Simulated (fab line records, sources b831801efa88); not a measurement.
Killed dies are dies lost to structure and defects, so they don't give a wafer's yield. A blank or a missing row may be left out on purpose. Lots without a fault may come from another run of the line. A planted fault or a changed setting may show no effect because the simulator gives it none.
Which tool did it? | flow gf180mcu | 13 lots, 39 wafers sampled, at 4 steps of a route of 602

WHAT THE GAUGES READ, wafer by wafer
GF_M1_THK_MEAS_06: measures by xrf. Usual: M1_ALCU_THK 445 nm, standard deviation 5.9.
lot  | measured     | on            | M1_ALCU_THK (nm) | flag
L985 | day 16 03:37 | film_metro-02 | 444 439 443      |
L986 | day 16 07:29 | film_metro-04 | 433 439 442      |
L992 | day 19 04:35 | film_metro-02 | 444 457 442      |
L994 | day 19 16:22 | film_metro-01 | 445 443 447      |
L998 | day 21 04:40 | film_metro-02 | 445 443 451      |
L999 | day 21 06:13 | film_metro-02 | 443 441 443      |
L100 | day 21 17:44 | film_metro-01 | 443 443 441      |
L101 | day 22 01:04 | film_metro-01 | 451 446 455      |
L102 | day 22 04:16 | film_metro-04 | 446 438 440      |
L104 | day 23 02:10 | film_metro-02 | 456 458 457      |
L106 | day 23 14:22 | film_metro-02 | 452 450 454      |

WHICH TOOL RAN EACH LOT (tool, then ch and the chambers of the sampled wafers, then the start)
lot  | GF_SAB_STRIP_13                      | GF_CONTACT_CMP_04             | GF_CONTACT_STRIP_18
L985 | plasma_asher-04 ch 0,1, day 15 02:56 | cmp-02 ch 0,1,3, day 15 03:53 | plasma_asher-01 ch 0,1, day 16 02:17
L986 | plasma_asher-02 ch 0,1, day 15 07:26 | cmp-01 ch 2,3, day 15 08:24   | plasma_asher-02 ch 0,1, day 16 06:08
L991 | plasma_asher-04 ch 0,1, day 17 12:52 | cmp-01 ch 0,1,2, day 17 13:55 | plasma_asher-03 ch 1, day 18 14:29
L990 | plasma_asher-03 ch 0,1, day 17 14:17 | cmp-02 ch 1,2,3, day 17 15:17 | plasma_asher-01 ch 1, day 18 15:35
L992 | plasma_asher-03 ch 0,1, day 18 01:45 | cmp-01 ch 1,2,3, day 18 02:43 | plasma_asher-01 ch 0,1, day 19 03:14
L994 | plasma_asher-02 ch 0,1, day 18 12:52 | cmp-01 ch 0,2,3, day 18 13:57 | plasma_asher-03 ch 0,1, day 19 15:02
L998 | plasma_asher-02 ch 0, day 20 02:05   | cmp-02 ch 2,3, day 20 03:08   | plasma_asher-01 ch 0,1, day 21 03:20
L999 | plasma_asher-02 ch 0,1, day 20 03:02 | cmp-02 ch 2,3, day 20 04:05   | plasma_asher-01 ch 0,1, day 21 04:53
L100 | plasma_asher-02 ch 0,1, day 20 14:55 | cmp-01 ch 0,1, day 20 15:53   | plasma_asher-03 ch 1, day 21 16:20
L101 | plasma_asher-02 ch 0,1, day 20 22:35 | cmp-01 ch 0,2, day 20 23:37   | plasma_asher-01 ch 0,1, day 21 23:44
L102 | plasma_asher-04 ch 0,1, day 21 01:44 | cmp-01 ch 0,1,3, day 21 02:41 | plasma_asher-02 ch 0,1, day 22 02:56
L104 | plasma_asher-02 ch 0, day 22 00:11   | cmp-02 ch 0,3, day 22 01:20   | plasma_asher-03 ch 1, day 23 00:50
L106 | plasma_asher-03 ch 0,1, day 22 12:29 | cmp-02 ch 0,3, day 22 13:30   | plasma_asher-02 ch 0, day 23 13:02
- GF_SAB_STRIP_13: strips in O2/N2.
- GF_CONTACT_CMP_04: polishes SiO2.
- GF_CONTACT_STRIP_18: strips in O2/N2.

WHAT THE TOOLS THEMSELVES READ (means of the sampled wafers that have a number; where no wafer has one, the mark that the record gives instead)
GF_SAB_STRIP_13. Usual: chamber_pressure_mTorr 1499.8 mTorr, standard deviation 1.4; drypump_motor_current_A 5.8 A, standard deviation 0.36; heater_power_w 340 W, standard deviation 30; oes_product_au 0.710 a.u., standard deviation 0.0041; strip_time_to_endpoint_s 12.63 s, standard deviation 0.042.
lot  | tool            | chamber_pressure_mTorr (mTorr) | drypump_motor_current_A (A) | heater_power_w (W) | oes_product_au (a.u.) | strip_time_to_endpoint_s (s) | flag
L985 | plasma_asher-04 | 1499.5                         | 5.5                         | 339                | 0.712                 | 12.58                        |
L986 | plasma_asher-02 | 1500.9                         | 5.9                         | 362                | 0.710                 | 12.65                        |
L991 | plasma_asher-04 | 1499.9                         | 5.8                         | 322                | 0.712                 | 12.70                        |
L990 | plasma_asher-03 | 1500.1                         | 5.6                         | 339                | 0.705                 | 12.58                        |
L992 | plasma_asher-03 | 1500.4                         | 5.8                         | 351                | 0.714                 | 12.67                        |
L994 | plasma_asher-02 | 1499.8                         | 6.1                         | 342                | 0.710                 | 12.61                        |
L998 | plasma_asher-02 | 1499.0                         | 5.8                         | 377                | 0.707                 | 12.63                        |
L999 | plasma_asher-02 | 1498.7                         | 5.9                         | 344                | 0.709                 | 12.54                        |
L100 | plasma_asher-02 | 1499.9                         | 6.0                         | 346                | 0.708                 | 12.63                        |
L101 | plasma_asher-02 | 1499.9                         | 6.1                         | 325                | 0.713                 | 12.60                        |
L102 | plasma_asher-04 | 1499.1                         | 5.5                         | 332                | 0.710                 | 12.67                        |
L104 | plasma_asher-02 | 1500.0                         | 5.8                         | 379                | 0.706                 | 12.66                        |
L106 | plasma_asher-03 | 1499.2                         | 5.9                         | 351                | 0.711                 | 12.64                        |

GF_CONTACT_CMP_04. Usual: motor_current_A 11.7 A, standard deviation 0.9; platen_rpm 60.00 rpm, standard deviation 0.043; time_to_endpoint_s 113 s, standard deviation 9.1.
lot  | tool   | motor_current_A (A) | platen_rpm (rpm) | time_to_endpoint_s (s) | flag
L985 | cmp-02 | 11.3                | 60.02            | 108                    |
L986 | cmp-01 | 11.1                | 60.06            | 119                    |
L991 | cmp-01 | 11.1                | 60.02            | 114                    |
L990 | cmp-02 | 11.9                | 59.97            | 111                    |
L992 | cmp-01 | 11.6                | 59.98            | 107                    |
L994 | cmp-01 | 11.1                | 60.01            | 121                    |
L998 | cmp-02 | 12.8                | 60.04            | 117                    |
L999 | cmp-02 | 12.2                | 60.01            | 121                    |
L100 | cmp-01 | 11.5                | 59.95            | 121                    |
L101 | cmp-01 | 10.4                | 60.00            | 126                    |
L102 | cmp-01 | 11.4                | 59.99            | 111                    |
L104 | cmp-02 | 11.8                | 60.04            | 115                    |
L106 | cmp-02 | 12.0                | 60.02            | 113                    |

GF_CONTACT_STRIP_18. Usual: chamber_pressure_mTorr 1500.0 mTorr, standard deviation 1.3; drypump_motor_current_A 5.7 A, standard deviation 0.5; heater_power_w 356 W, standard deviation 29; oes_product_au 0.580 a.u., standard deviation 0.0051.
lot  | tool            | chamber_pressure_mTorr (mTorr) | drypump_motor_current_A (A) | heater_power_w (W) | oes_product_au (a.u.) | flag
L985 | plasma_asher-01 | 1500.9                         | 5.5                         | 377                | 0.582                 |
L986 | plasma_asher-02 | 1499.8                         | 5.9                         | 359                | 0.582                 |
L991 | plasma_asher-03 | -                              | -                           | -                  | -                     | OFF
L990 | plasma_asher-01 | -                              | -                           | -                  | -                     | OFF
L992 | plasma_asher-01 | 1499.0                         | 5.2                         | 377                | 0.574                 |
L994 | plasma_asher-03 | 1498.8                         | 5.8                         | 350                | 0.579                 |
L998 | plasma_asher-01 | 1501.1                         | 5.5                         | 376                | 0.582                 |
L999 | plasma_asher-01 | 1500.3                         | 5.2                         | 372                | 0.586                 |
L100 | plasma_asher-03 | 1500.3                         | 6.1                         | 361                | 0.581                 |
L101 | plasma_asher-01 | 1500.2                         | 5.2                         | 381                | 0.581                 |
L102 | plasma_asher-02 | 1501.0                         | 6.1                         | 323                | 0.578                 |
L104 | plasma_asher-03 | 1500.0                         | 6.1                         | 362                | 0.576                 |
L106 | plasma_asher-02 | 1499.3                         | 5.8                         | 375                | 0.575                 |

THE ANSWER, worked out from the rows above alone
Rule: a lot is off if the mean of its wafers that have a number lies more than 3 standard deviations from the usual mean. A lot without any number at a reading at which 4 lots or more have one is off too. The other lots that the step has rows for count as sound. The gauges are gone through in route order, then the tools' own readings, and for those a lot's mean is taken as printed above. The first step at which some lot is off is used, and at that step the reading that is off furthest; a lot without a number counts as furthest.
Off: L991, L990, at GF_CONTACT_STRIP_18 (chamber_pressure_mTorr). Without a number there: L991, L990.
A tool fits if, at that step or a process step before it, it ran every lot that is off, and no sound lot after the first of them. None of those tried fits.

WHAT THE SIMULATOR HAD PUT IN
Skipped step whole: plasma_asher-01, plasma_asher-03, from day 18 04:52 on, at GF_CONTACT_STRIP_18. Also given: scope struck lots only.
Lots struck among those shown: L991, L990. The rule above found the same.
